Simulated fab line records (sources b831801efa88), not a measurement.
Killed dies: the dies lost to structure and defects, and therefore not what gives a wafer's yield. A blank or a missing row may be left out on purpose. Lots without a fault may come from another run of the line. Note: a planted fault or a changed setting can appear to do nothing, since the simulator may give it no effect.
Code-filled problem report in 8D (eight disciplines) form    flow sky130    the parts of the form that need people (team, actions taken, sign-off) are left out

## 1. WHAT IS WRONG
SKY_VIA3_ETCH_14, oesProductAu: mean 0.990 a.u. on 2 wafers (1 lot); fault-free wafers 0.853 a.u., standard deviation 0.0053. That puts it +26 standard deviations away from the usual mean.
The step: etches BARC in N2/H2, stops on SiO2, time 45.9 s, target depth 60 nm.
First seen on wafer L812.1, day 42 05:06, on rieDiel-01. The record holds 14 wafers of 5 lots with a number at this step. By rule, "out" or "out of limits" means more than 4 standard deviations away from the usual mean. Any other wafer with a number is counted as sound.

## 2. WHAT IT IS, WHAT IT ISN'T
question                     is                        is not
which readings at this step  oesProductAu, runLengthS  drypumpMotorCurrentA, h2FlowSccm
which lots                   L812                      L806, L808, L820, L823
which wafers of those lots   all that have a number    -
read on which tools          rieDiel-01                rieDiel-03, rieDiel-04
when                         from day 42 05:06         up to then (6 sound wafers); but 6 sound wafers of L820, L823 came after

## 3. THE SUSPECTS, EACH WITH WHAT RULES IT OUT
Counting: a tool stays on the suspect list if, at a process step up to the reading, it processed all lots that are out and no sound lot following the first of them.
- cmp-02 at SKY_VIA3_CMP_02 (polishes SiO2): ruled out as a lasting fault. Sound lots L820 ran on it after its first lot that is out, L812 (day 41 04:53).
- rieDiel-01 at SKY_VIA3_ETCH_14 (etches BARC in N2/H2, stops on SiO2, time 45.9 s, target depth 60 nm): kept. It ran the lot that is out, L812 (day 42 05:06), and no sound lot after that; its last sound lot up to then is L806 (day 39 22:56). Its own readings are out on those wafers: oesProductAu, runLengthS.
After counting, what remains is rieDiel-01 at SKY_VIA3_ETCH_14.

## 4. THE CAUSE (what the simulator had put in)
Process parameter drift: rieDiel-01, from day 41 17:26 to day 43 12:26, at SKY_VIA3_ETCH_14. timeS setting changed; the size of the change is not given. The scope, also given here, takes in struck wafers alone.
Counting left only this tool.

## 5. THE CHAIN OF EFFECTS, in route order
Each row: a reading where the mean over the struck wafers with a number is more than 3 standard deviations away from the usual. Only readings whose record carries a usual standard deviation are examined. hours: median over the lots of the time between each lot's start at the first step of this table that gives one and its start at this step. sigmas: the change, counted in usual standard deviations.
hours  step               reading               usual       on struck wafers  change  sigmas
0      SKY_VIA3_ETCH_14   oesProductAu          0.853 a.u.  0.990             +0.137  +26
0      SKY_VIA3_ETCH_14   runLengthS            74.0 s      66.5              -7.5    -22
0      SKY_VIA3_STRIP_16  stripTimeToEndpointS  4.131 s     4.224             +0.093  +4.1
Its process steps:
- SKY_VIA3_ETCH_14: etches BARC in N2/H2, stops on SiO2, time 45.9 s, target depth 60 nm.
- SKY_VIA3_STRIP_16: strips in O2/N2.

## 6. HOW IT WOULD HAVE BEEN CAUGHT EARLIER
In this record no reading fell out of limits until day 42 05:06, 12 hours after the fault had begun at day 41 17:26.
